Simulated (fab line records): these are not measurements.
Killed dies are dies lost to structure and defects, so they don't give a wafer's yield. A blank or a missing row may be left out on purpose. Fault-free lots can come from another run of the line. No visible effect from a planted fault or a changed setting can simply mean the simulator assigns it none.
fab line records    flow sky130
record lots=6  wafers=18  last-day=51
route steps=708 shown SD_P@327 RES_XHIGH@332 PAD_OPEN@708
lots that met no fault: from a run of the same line without faults
start-h: start of the lot's first displayed wafer, in hours after the record's first day    wait-h: hours from the lot's prior step to this one    " same as the row above    L1.1+2: a row that stands for several wafers    - either no value or no given start    * or withheld: withheld    < > ~ a bound
route shown NAME@n: a module of which the file shows steps, and the number in the route of the first    usual: average and standard deviation across the fault-free wafers    same: alike in all rows    chamber/n: place in a boat    sites: the reading at each site    _std_site: the values' standard deviation    _edge_site: the outer-site mean with the inner-site mean subtracted    radius-mm: for every site, how far away it sits from the centre of the wafer    mask NAME#n: copy n    behind: the last tool/chamber to shape the wafer    hold: why the lot went on hold/how many hours it stayed there/how the hold came to an end    device: names the non-switching transistor (n, p or np)    end of line: tests of these same wafers at the route's end    a step given without rows: its recipe and nothing more    killed: not the wafer's yield, but the dies lost to structure and defects at the first sort    map: shows each die of a wafer: x if killed, . if not, _ if none is there
set.NAME: the setting the step ran with; set.NAME@STEP: the setting that earlier step ran with    model.NAME: the simulator's own value behind a step, which no gauge read
certain route steps with their lots: each step a table, each wafer a row
services: the hour from which a tool's chamber was out of use, counted from the record's first day as start-h (under 0 if before that day), plus the number of hours and why
## steps
# step SKY_SD_P_CD_MEAS_07
# recipe target-cd-nm=380
# usual cd-nm=379.4/2.2
lot.wafer  tool       chamber  start-h  wait-h  cd-nm
L405.2     cd-sem-02  -        572.98   0.1     376.4
L405.5     "          -        "        "       376.6
L405.6     "          -        "        "       377.7
L414.1     cd-sem-01  -        657.82   0.1     379.6
L414.3     "          -        "        "       381.6
L414.5     "          -        "        "       379.3
L416.1     cd-sem-02  -        674.27   0.1     380.5
L416.4     "          -        "        "       380.8
L416.6     "          -        "        "       380.8
L421.2     cd-sem-01  -        736.86   0.1     377.7
L421.4     "          -        "        "       379.4
L421.6     "          -        "        "       379.1
L427.2     cd-sem-02  -        769.14   0.1     380.4
L427.4     "          -        "        "       380.2
L427.6     "          -        "        "       380.5
L428.3     cd-sem-01  -        810.96   0.1     380.3
L428.5     "          -        "        "       379.7
L428.6     "          -        "        "       382.1
# step SKY_SD_P_OVL_MEAS_08
# usual SD_P_OVL=0.2/1.5
lot.wafer  tool        chamber  start-h  wait-h  SD_P_OVL[nm]
L405.2     overlay-02  -        573.09   0.1     -2.1
L405.5     "           -        "        "       -1.0
L405.6     "           -        "        "       1.1
L414.1     overlay-01  -        657.94   0.1     -1.2
L414.3     "           -        "        "       -1.5
L414.5     "           -        "        "       -0.1
L416.1     overlay-02  -        674.39   0.1     -3.2
L416.4     "           -        "        "       -1.7
L416.6     "           -        "        "       -1.9
L421.2     overlay-01  -        736.97   0.1     2.3
L421.4     "           -        "        "       1.2
L421.6     "           -        "        "       0.4
L427.2     overlay-01  -        769.24   0.1     0.3
L427.4     "           -        "        "       -0.4
L427.6     "           -        "        "       2.2
L428.3     overlay-01  -        811.05   0.1     -0.5
L428.5     "           -        "        "       0.2
L428.6     "           -        "        "       -1.1
# step SKY_SD_P_IMPLANT_09
# recipe species=BF2  energy-kev=20  dose-cm2=3e+15  tilt-deg=0
# step SKY_SD_P_STRIP_10
# recipe chemistry=O2/N2  power-w=1400  pressure-mtorr=1500  platen-temp-c=withheld  o2-flow-sccm=3000  n2-flow-sccm=300  overash-fraction=0.5
# usual drypump-motor-current-A=5.8/0.5  o2-flow-sccm=3002/8.6  oes-product-au=0.618/0.0048  strip-time-to-endpoint-s=17.52/0.038
lot.wafer  tool             chamber  start-h  wait-h  drypump-motor-current-A  o2-flow-sccm  oes-product-au  rf-hours-counter-h  strip-time-to-endpoint-s
L405.2     plasma-asher-01  0        573.27   0.1     6.7                      2989          0.616           88                  17.52
L405.5     "                0        "        "       6.7                      2991          0.618           -                   17.56
L405.6     "                1        "        "       5.7                      2999          0.621           -                   17.57
L414.1     plasma-asher-01  1        658.40   0.1     5.7                      2995          0.624           96                  17.46
L414.3     "                0        "        "       6.7                      3012          0.621           -                   17.54
L414.5     "                0        "        "       6.7                      2998          0.611           -                   17.49
L416.1     plasma-asher-01  1        674.57   0.1     5.7                      3009          0.610           98                  17.49
L416.4     "                0        "        "       6.7                      3008          0.625           -                   17.49
L416.6     "                1        "        "       5.7                      3003          0.621           -                   17.53
L421.2     plasma-asher-04  0        737.15   0.1     5.4                      2995          0.617           93                  17.55
L421.4     "                1        "        "       5.3                      3004          0.628           -                   17.51
L421.6     "                1        "        "       5.3                      2998          0.620           -                   17.50
L427.2     plasma-asher-02  1        769.42   0.1     5.9                      2991          0.612           64                  17.49
L427.4     "                0        "        "       5.8                      2988          0.609           -                   17.48
L427.6     "                0        "        "       5.8                      2996          0.612           -                   17.47
L428.3     plasma-asher-04  0        811.26   0.1     5.3                      3005          0.620           -                   17.50
L428.5     "                1        "        "       5.3                      3008          0.618           -                   17.48
L428.6     "                0        "        "       5.3                      3015          0.611           -                   17.53
# step SKY_SD_P_TW_MEAS_11
# usual SD_P_TW=2815/28
lot.wafer  tool           chamber  start-h  wait-h  SD_P_TW
L405.2     film-metro-03  -        573.38   0.1     2755
L405.5     "              -        "        "       2766
L405.6     "              -        "        "       2731
L414.1     film-metro-04  -        658.50   0.1     2852
L414.3     "              -        "        "       2859
L414.5     "              -        "        "       2874
L416.1     film-metro-04  -        674.67   0.1     2821
L416.4     "              -        "        "       2813
L416.6     "              -        "        "       2822
L421.2     film-metro-04  -        737.26   0.1     2826
L421.4     "              -        "        "       2822
L421.6     "              -        "        "       2820
L427.2     film-metro-01  -        769.53   0.1     2819
L427.4     "              -        "        "       2806
L427.6     "              -        "        "       2815
L428.3     film-metro-04  -        811.34   0.1     2799
L428.5     "              -        "        "       2806
L428.6     "              -        "        "       2798
# step SKY_RES_XHIGH_DEHYDRATE_00
# recipe temp-c=200  time-s=60
# step SKY_RES_XHIGH_HMDS_01
# recipe prime-time-s=60  prime-temp-c=120
# step SKY_RES_XHIGH_COAT_02
# recipe resist=NOVOLAK  spin-rpm=3000  resist-thk-nm=1140
# step SKY_RES_XHIGH_SOFTBAKE_03
# recipe temp-c=90  time-s=60  resist=NOVOLAK
# step SKY_RES_XHIGH_EXPOSE_04
# recipe mask-id=URPM  na=0.6  source-shape=conventional  sigma-outer=0.6  polarization=unpolarized  target-cd-nm=1270  dose-mj=140
# step SKY_RES_XHIGH_PEB_05
# recipe temp-c=withheld  time-s=*  resist=NOVOLAK
# step SKY_RES_XHIGH_DEVELOP_06
# recipe resist=NOVOLAK  developer=TMAH  develop-time-s=60  dev-temp-c=23
# step SKY_RES_XHIGH_IMPLANT_07
# recipe species=BF2  energy-kev=20  dose-cm2=3.6e+14  tilt-deg=0
# usual beam-energy-keV=20.001/0.0067
lot.wafer  tool          chamber  start-h  wait-h  beam-energy-keV  model.implant.drp-nm
L405.2     implanter-04  0        601.89   0.1     20.001           9.746
L405.5     "             0        "        "       20.005           9.746
L405.6     "             0        "        "       20.005           9.746
L414.1     implanter-04  0        686.09   0.1     19.526           9.585
L414.3     "             0        "        "       19.535           9.585
L414.5     "             0        "        "       19.527           9.585
L416.1     implanter-04  0        701.76   0.1     19.530           9.585
L416.4     "             0        "        "       19.539           9.585
L416.6     "             0        "        "       19.536           9.585
L421.2     implanter-02  0        763.17   0.1     19.992           9.746
L421.4     "             0        "        "       19.999           9.746
L421.6     "             0        "        "       19.999           9.746
L427.2     implanter-04  0        796.32   0.1     20.004           9.746
L427.4     "             0        "        "       19.997           9.746
L427.6     "             0        "        "       20.000           9.746
L428.3     implanter-02  0        837.69   0.1     20.000           9.746
L428.5     "             0        "        "       19.993           9.746
L428.6     "             0        "        "       19.986           9.746
# step SKY_RES_XHIGH_STRIP_08
# recipe chemistry=O2/N2  power-w=1400  pressure-mtorr=1500  platen-temp-c=withheld  o2-flow-sccm=3000  n2-flow-sccm=300  overash-fraction=0.5
# usual drypump-motor-current-A=5.7/0.5  o2-flow-sccm=3000/9.2  oes-product-au=0.711/0.0043  strip-time-to-endpoint-s=14.27/0.038
lot.wafer  tool             chamber  start-h  wait-h  drypump-motor-current-A  o2-flow-sccm  oes-product-au  rf-hours-counter-h  strip-time-to-endpoint-s
L405.2     plasma-asher-01  0        602.01   0.1     6.7                      2984          0.707           91                  14.32
L405.5     "                0        "        "       6.6                      2998          0.714           -                   14.29
L405.6     "                1        "        "       5.7                      3014          0.709           -                   14.29
L414.1     plasma-asher-03  1        686.24   0.1     5.3                      3004          0.712           24                  14.35
L414.3     "                1        "        "       5.4                      2987          0.708           -                   14.32
L414.5     "                1        "        "       5.3                      3001          0.710           -                   14.37
L416.1     plasma-asher-04  0        701.91   0.1     5.3                      3003          0.710           90                  14.31
L416.4     "                1        "        "       5.3                      3009          0.709           -                   14.26
L416.6     "                1        "        "       5.3                      3005          0.712           -                   14.26
L421.2     plasma-asher-01  0        763.29   0.1     6.7                      2989          0.711           2                   14.21
L421.4     "                1        "        "       5.7                      3023          0.708           -                   14.25
L421.6     "                0        "        "       6.7                      2986          0.713           -                   14.23
L427.2     plasma-asher-04  0        796.44   0.1     5.3                      2991          0.712           98                  14.27
L427.4     "                0        "        "       5.3                      3004          0.716           -                   14.24
L427.6     "                1        "        "       5.3                      3004          0.712           -                   14.28
L428.3     plasma-asher-03  1        837.83   0.1     5.3                      3003          0.713           -                   14.31
L428.5     "                0        "        "       6.0                      3010          0.715           -                   14.24
L428.6     "                1        "        "       5.3                      3000          0.711           -                   14.27
# step SKY_PAD_OPEN_PROBE_99
# usual killed_at_M0_to_M3=44/7.2  killed_at_M4_up=3.1/1.7  killed-at-contacts=24/5.2  killed-at-front-end=15/4.1  killed-at-other=0.3/0.61  killed-dies=87/10  killed-open=48/7.5  killed-short=39/6.6
# same gross-dies=492  killed-at-back-side=0
lot.wafer  tool       chamber  start-h  wait-h  killed_at_M0_to_M3  killed_at_M4_up  killed-at-contacts  killed-at-front-end  killed-at-other  killed-dies  killed-open  killed-short
L405.2     prober-01  -        1064.01  0.1     56                  3                22                  14                   3                98           60           36
L405.5     prober-01  -        1064.16  0.2     41                  3                30                  11                   0                85           37           46
L405.6     prober-01  -        1064.21  0.2     43                  3                31                  13                   1                91           44           46
L414.1     prober-02  -        1125.56  0.1     56                  5                26                  12                   1                100          58           41
L414.3     prober-02  -        1125.66  0.2     53                  3                25                  14                   2                97           57           38
L414.5     prober-02  -        1125.76  0.2     46                  4                19                  19                   2                90           52           38
L416.1     prober-02  -        1135.20  0.1     49                  2                15                  10                   0                76           46           30
L416.4     prober-02  -        1135.35  0.2     59                  3                28                  10                   0                100          49           50
L416.6     prober-02  -        1135.45  0.2     58                  2                26                  15                   0                101          57           44
L421.2     prober-01  -        1173.02  0.1     50                  6                14                  16                   0                86           50           35
L421.4     prober-01  -        1173.12  0.2     50                  4                20                  12                   1                87           45           40
L421.6     prober-01  -        1173.22  0.2     55                  1                26                  13                   0                95           57           37
L427.2     prober-01  -        1197.64  0.1     43                  2                27                  18                   1                91           40           50
L427.4     prober-01  -        1197.74  0.2     42                  4                24                  18                   0                88           47           41
L427.6     prober-01  -        1197.84  0.2     44                  1                17                  21                   1                84           49           35
L428.3     prober-01  -        1219.05  0.2     40                  2                22                  12                   0                76           44           32
L428.5     prober-01  -        1219.15  0.2     50                  3                28                  14                   0                95           53           42
L428.6     prober-01  -        1219.20  0.2     48                  3                33                  17                   0                101          49           52
# killed by level:class
L405.2 VIA1:geometric-particle:open=16 CONTACT:geometric-particle:open=10 VIA3:geometric-particle:open=10 VIA2:geometric-particle:open=7 CONTACT:geometric-particle:short=6 METAL2:geometric-particle:short=6 FIELD_ISO:geometric-particle:short=5 METAL1:geometric-particle:short=4
L405.5 VIA1:geometric-particle:open=11 METAL1:geometric-particle:short=7 LI_CONTACT:geometric-particle:short=7 CONTACT:geometric-particle:open=7 LI_CONTACT:geometric-particle:open=6 VIA1:geometric-particle:short=6 LOCAL_INTERCONNECT:geometric-particle:short=5 CONTACT:geometric-particle:short=5
L405.6 CONTACT:geometric-particle:open=10 METAL1:geometric-particle:short=10 VIA1:geometric-particle:open=10 CONTACT:geometric-particle:short=9 VIA1:geometric-particle:short=6 LI_CONTACT:geometric-particle:open=5 VIA3:geometric-particle:open=5 FIELD_ISO:geometric-particle:short=4
L414.1 VIA1:geometric-particle:open=16 CONTACT:geometric-particle:open=11 VIA2:geometric-particle:open=11 VIA1:geometric-particle:short=7 METAL2:geometric-particle:short=7 LOCAL_INTERCONNECT:geometric-particle:short=6 LI_CONTACT:geometric-particle:open=5 FIELD_ISO:geometric-particle:short=3
L414.3 VIA1:geometric-particle:open=12 VIA2:geometric-particle:open=10 CONTACT:geometric-particle:open=8 LI_CONTACT:geometric-particle:open=7 METAL1:geometric-particle:short=7 FIELD_ISO:geometric-particle:open=6 VIA3:geometric-particle:open=6 LOCAL_INTERCONNECT:geometric-particle:short=5
L414.5 VIA1:geometric-particle:open=16 FIELD_ISO:geometric-particle:open=7 METAL2:geometric-particle:short=6 VIA2:geometric-particle:open=6 FIELD_ISO:geometric-particle:short=5 CONTACT:geometric-particle:open=5 POLY_GATE:geometric-particle:open=4 LI_CONTACT:geometric-particle:short=4
L416.1 VIA1:geometric-particle:open=10 VIA2:geometric-particle:open=10 VIA3:geometric-particle:open=7 CONTACT:geometric-particle:open=6 METAL3:geometric-particle:short=6 VIA3:geometric-particle:short=4 VIA2:geometric-particle:short=3 POLY_GATE:geometric-particle:open=3
L416.4 VIA1:geometric-particle:open=15 VIA3:geometric-particle:short=10 METAL1:geometric-particle:short=9 VIA3:geometric-particle:open=9 LI_CONTACT:geometric-particle:open=8 CONTACT:geometric-particle:open=8 LOCAL_INTERCONNECT:geometric-particle:short=6 VIA2:geometric-particle:open=5
L416.6 VIA1:geometric-particle:open=12 VIA2:geometric-particle:open=10 CONTACT:geometric-particle:open=10 METAL1:geometric-particle:short=9 LI_CONTACT:geometric-particle:open=7 VIA3:geometric-particle:open=6 VIA1:geometric-particle:short=5 POLY_GATE:geometric-particle:open=4
L421.2 VIA1:geometric-particle:open=10 VIA2:geometric-particle:open=7 VIA3:geometric-particle:open=7 CONTACT:geometric-particle:open=7 METAL2:geometric-particle:short=7 VIA1:geometric-particle:short=6 METAL4:geometric-particle:short=5 METAL1:geometric-particle:open=4
L421.4 VIA1:geometric-particle:open=12 METAL1:geometric-particle:short=9 VIA1:geometric-particle:short=7 LI_CONTACT:geometric-particle:open=6 CONTACT:geometric-particle:open=6 VIA3:geometric-particle:open=6 VIA2:geometric-particle:short=5 LOCAL_INTERCONNECT:geometric-particle:short=4
L421.6 VIA1:geometric-particle:open=17 CONTACT:geometric-particle:open=10 METAL2:geometric-particle:short=9 VIA2:geometric-particle:open=9 LI_CONTACT:geometric-particle:open=7 POLY_GATE:geometric-particle:open=4 POLY_GATE:geometric-particle:short=4 LOCAL_INTERCONNECT:geometric-particle:short=4
L427.2 METAL1:geometric-particle:short=10 CONTACT:geometric-particle:open=8 LI_CONTACT:geometric-particle:open=7 LOCAL_INTERCONNECT:geometric-particle:short=6 VIA1:geometric-particle:open=6 VIA1:geometric-particle:short=6 METAL2:geometric-particle:short=6 VIA3:geometric-particle:open=5
L427.4 VIA2:geometric-particle:open=9 VIA1:geometric-particle:open=8 LI_CONTACT:geometric-particle:open=6 VIA3:geometric-particle:open=6 LOCAL_INTERCONNECT:geometric-particle:short=5 CONTACT:geometric-particle:open=5 VIA1:geometric-particle:short=5 METAL2:geometric-particle:short=5
L427.6 VIA1:geometric-particle:open=8 POLY_GATE:geometric-particle:short=7 LI_CONTACT:geometric-particle:open=7 METAL2:geometric-particle:short=6 VIA3:geometric-particle:open=6 CONTACT:geometric-particle:open=5 VIA2:geometric-particle:short=5 FIELD_ISO:geometric-particle:open=4
L428.3 CONTACT:geometric-particle:open=12 VIA1:geometric-particle:open=7 METAL1:geometric-particle:short=7 VIA2:geometric-particle:open=7 VIA1:geometric-particle:short=5 LI_CONTACT:geometric-particle:short=4 METAL2:geometric-particle:short=4 VIA3:geometric-particle:open=4
L428.5 VIA1:geometric-particle:open=13 CONTACT:geometric-particle:open=11 METAL2:geometric-particle:short=10 LI_CONTACT:geometric-particle:open=7 FIELD_ISO:geometric-particle:short=6 LOCAL_INTERCONNECT:geometric-particle:open=4 CONTACT:geometric-particle:short=4 METAL1:geometric-particle:short=4
L428.6 METAL2:geometric-particle:short=15 CONTACT:geometric-particle:open=10 LI_CONTACT:geometric-particle:open=8 CONTACT:geometric-particle:short=7 VIA1:geometric-particle:open=6 VIA2:geometric-particle:open=6 FIELD_ISO:geometric-particle:open=5 LOCAL_INTERCONNECT:geometric-particle:short=5
## services
tool             chamber  start-h  hours  kind
plasma-asher-02  -        563.80   0.5    repair
implanter-04     -        592.62   0.7    repair
implanter-04     -        618.78   4.9    pm
plasma-asher-02  -        619.10   2.8    pm
plasma-asher-02  -        626.37   1.7    repair
plasma-asher-01  -        632.17   2.4    repair
implanter-04     -        641.25   2.0    repair
implanter-02     -        651.29   94.5   pm
plasma-asher-03  -        663.50   14.6   pm
implanter-04     -        719.09   3.9    pm
plasma-asher-04  -        731.44   1.1    repair
plasma-asher-01  -        733.75   9.0    pm
plasma-asher-01  0        733.75   9.0    vent-cycle
plasma-asher-01  1        733.75   9.0    vent-cycle
plasma-asher-02  -        734.81   6.5    pm
plasma-asher-01  0        742.75   -      clean
plasma-asher-01  1        742.75   -      clean
implanter-02     -        747.57   7.0    pm
implanter-04     -        756.53   26.1   pm
plasma-asher-04  -        779.03   14.6   pm
plasma-asher-02  -        784.65   7.7    repair
plasma-asher-02  -        798.64   3.3    repair
implanter-04     -        834.41   5.6    repair
## key
first-sign step=SKY_RES_XHIGH_IMPLANT_07  reading=beam-energy-keV  direction=down  sigmas=70  usual=*  struck=*
effect none on later readings
model-effect step=SKY_RES_XHIGH_IMPLANT_07  value=implant.drp-nm  without=9.746  struck=9.585
met-at SKY_RES_XHIGH_IMPLANT_07
struck-wafers L414.1,L414.3,L414.5,L416.1,L416.4,L416.6
tester-left-out L414,L416
onset-between 601.89 686.09
fault kind=process-parameter-drift  tool=implanter-04  chamber=-  onset-h=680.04  steps=SKY_RES_XHIGH_IMPLANT_07  channel=energy-kev  offset=*  shape=step  end-h=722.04  acts-in=*  stated=*
# tester-left-out: of these lots the tester's yield and bins aren't shown, on N5 and GAA mostly nor the transistor test; their killed dies are dies lost to structure and defects alone, not to doping, threshold or leakage, so they don't give the yield
